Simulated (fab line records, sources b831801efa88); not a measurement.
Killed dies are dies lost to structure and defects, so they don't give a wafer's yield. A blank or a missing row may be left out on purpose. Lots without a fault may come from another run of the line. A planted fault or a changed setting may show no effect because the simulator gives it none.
A struck lot beside a sound one | flow sfq_line | 31 steps out of a route of 325
Sound: wafers L961.2, L961.5, L961.6. Struck: wafers L956.2, L956.5, L956.6. The cause comes at the end.
At each step with rows: each side's tool, then ch and its chambers, then its first start. Under that, the readings that differ: sound wafers | struck wafers | difference of the means | sigmas: that difference in standard deviations of wafers without a fault.
alike: readings whose means differ by less than 2 such deviations, and words and numbers that are the same on both sides. not compared: withheld readings, readings that some wafer has no value for, bounds like >300 that may hide the same value, and numbers for which the record gives no deviation and whose values overlap.
The two part at a step that has a row with sigmas, a row that says differs or no value, or rows on one side only. Numbers that don't overlap but have no deviation are shown without sigmas and don't part them. A reading that every wafer of one side lacks parts them only if that side has two wafers or more.

first, 1 step without rows for these wafers: SFQ_TRILAYER_M7_STRIP_SOLV_CLEAN_182 (cleans in NMP, time 600 s).
SFQ_TRILAYER_I7_DEP_PECVD_183: deposits SiO2 from SiH4/N2O, time 111.11 s, target thk 500 nm.
  sound on pecvd-01 ch 1,2, day 79 15:27; struck on pecvd-03 ch 0,1,2, day 78 22:00
  alike: chamber_pressure_Torr, heater_power_w, throttle_valve_pct
SFQ_TRILAYER_I7_CMP_CMP_184: polishes SiO2.
  sound on cmp-02 ch 0,2,3, day 79 18:47; struck on cmp-01 ch 0,1, day 78 22:35
  alike: motor_current_A, time_to_endpoint_s
SFQ_I7_BOW_MEAS_946:
  sound on film_metro-04, day 79 20:18; struck on film_metro-04, day 79 01:06
  alike: I7_BOW
SFQ_TRILAYER_I7_METRO_MEASURE_185:
  sound on film_metro-04, day 79 20:36; struck on film_metro-04, day 79 01:24
  alike: thk_nm
then, 6 steps without rows for these wafers: SFQ_TRILAYER_I7_VIA_LITHO_COAT_192 (resist thk 62 nm); SFQ_TRILAYER_I7_VIA_LITHO_COAT_187 (resist thk 650 nm); SFQ_TRILAYER_I7_VIA_LITHO_SOFTBAKE_191; SFQ_TRILAYER_I7_VIA_LITHO_EXPOSE_188 (exposes mask I7, target cd 1000 nm); SFQ_TRILAYER_I7_VIA_LITHO_PEB_190 (peb time 60 s); SFQ_TRILAYER_I7_VIA_LITHO_DEVELOP_189 (time 60 s).
SFQ_I7_OVL_MEAS_947:
  sound on overlay-01, day 80 04:24; struck on overlay-02, day 79 06:37
  alike: I7_OVL
SFQ_TRILAYER_I7_VIA_BARC_OPEN_VIA_ETCH_260: etches BARC in O2, target depth 125 nm, time 41.7 s.
  sound on rie_diel-04 ch 0,3, day 80 04:26; struck on rie_diel-04 ch 2,3, day 79 06:38
  no value came back on the struck wafers for bias_w (W), chamber_pressure_mTorr (mTorr), drypump_motor_current_A (A), oes_product_au (a.u.); on the sound wafers bias_w (W) reads 79.87 80.18 79.95
  reading                                                 | sound             | struck          | difference | sigmas
  model.KrF_of_TRILAYER_I7_VIA_LITHO_COAT_187.thk_nm (nm) | 571.9 569.4 571.4 | 623.3 623 622.5 | +52.0      |
  not compared: rf_hours_counter_h
SFQ_TRILAYER_I7_VIA_ETCH_VIA_ETCH_190: etches SiO2 in CHF3, stops on Nb, target depth 260 nm.
  sound on rie_diel-04 ch 0,3, day 80 04:28; struck on rie_diel-04 ch 2,3, day 79 06:41
  reading                                                 | sound             | struck            | difference | sigmas
  oes_product_au (a.u.)                                   | 0.851 0.853 0.852 | 0.373 0.371 0.373 | -0.480     | -96
  model.KrF_of_TRILAYER_I7_VIA_LITHO_COAT_187.thk_nm (nm) | 526.9 524.3 526.4 | 579.1 578.3 577.2 | +52.3      |
  alike: bias_w, chamber_pressure_mTorr, drypump_motor_current_A
SFQ_TRILAYER_I7_VIA_STRIP_STRIP_191: strips in O2.
  sound on rie_metal-03 ch 0,1, day 80 04:35; struck on rie_metal-01 ch 0,1, day 79 06:47
  reading               | sound             | struck            | difference | sigmas
  oes_product_au (a.u.) | 1.004 1.012 1.011 | 0.987 0.997 1.000 | -0.014     | -2
  alike: drypump_motor_current_A
  not compared: rf_hours_counter_h
then, 5 steps without rows for these wafers: SFQ_TRILAYER_I7_VIA_STRIP_SOLV_CLEAN_192 (cleans in NMP, time 600 s); SFQ_TRILAYER_M8_LITHO_LOR_COAT_197; SFQ_TRILAYER_M8_LITHO_LOR_BAKE_198; SFQ_TRILAYER_M8_LITHO_COAT_193 (resist thk 600 nm); SFQ_TRILAYER_M8_LITHO_SOFTBAKE_199.
-- the record jumps here: 3 days lie between the struck wafers' starts before and after --
SFQ_TRILAYER_M8_LITHO_EXPOSE_194: exposes mask M8, target cd 2000 nm.
  sound on krf_scanner-02 ch 0, day 82 23:40; struck on krf_scanner-02, day 82 01:41
  no value came back on the struck wafers for exposure_dose_mJ_cm2, focus_offset_nm (nm); on the sound wafers exposure_dose_mJ_cm2 reads 14.403 14.400 14.392
  alike: mask
then, 2 steps without rows for these wafers: SFQ_TRILAYER_M8_LITHO_PEB_196 (peb time 60 s); SFQ_TRILAYER_M8_LITHO_DEVELOP_195 (img clear 15 s, time 55 s).
SFQ_M8_OVL_MEAS_948:
  sound on overlay-02, day 83 00:58; struck on overlay-02, day 82 02:59
  reading     | sound | struck | difference                    | sigmas
  M8_OVL (nm) | 3 1 2 | - - -  | no value on the struck wafers |
then, 3 steps without rows for these wafers: SFQ_TRILAYER_M8_DEP_EVAP_197 (material Ti, target thk 20 nm, time 100 s); SFQ_TRILAYER_M8_DEP_EVAP_198 (material Pt, target thk 50 nm, time 240.8 s); SFQ_TRILAYER_M8_DEP_EVAP_196 (material Au, target thk 180 nm, time 900 s).
SFQ_M8_RS_MEAS_949: measures by four-point-probe.
  sound on film_metro-01, day 83 01:46; struck on film_metro-04, day 82 03:47
  alike: M8_AU_RS
SFQ_M8_THK_MEAS_950: measures by xrf.
  sound on film_metro-01, day 83 01:53; struck on film_metro-04, day 82 03:53
  alike: M8_AU_THK
then, 1 step without rows for these wafers: SFQ_TRILAYER_M8_LIFTOFF_LIFTOFF_197 (chemistry NMP, time 600 s).
SFQ_M8_BOW_MEAS_951:
  sound on film_metro-04, day 83 02:07; struck on film_metro-01, day 82 04:08
  reading                 | sound               | struck            | difference | sigmas
  model.etest.m8.ohm_sq   | 0.155 0.1553 0.1545 | 1e+06 1e+06 1e+06 | +1e+06     |
  model.etest.i7.link_ohm | 1.058 1.058 1.06    | 1e+06 1e+06 1e+06 | +1e+06     |
  alike: M8_BOW

WHERE THEY PART
First at SFQ_TRILAYER_I7_VIA_BARC_OPEN_VIA_ETCH_260; last, within this record, at SFQ_M8_OVL_MEAS_948. Later steps at which nothing parts them and some readings are alike: SFQ_M8_RS_MEAS_949, SFQ_M8_THK_MEAS_950, SFQ_M8_BOW_MEAS_951.

WHY: what the simulator had put in
Skipped step whole: rie_diel-04, from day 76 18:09 on, at SFQ_TRILAYER_I7_VIA_BARC_OPEN_VIA_ETCH_260. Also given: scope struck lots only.
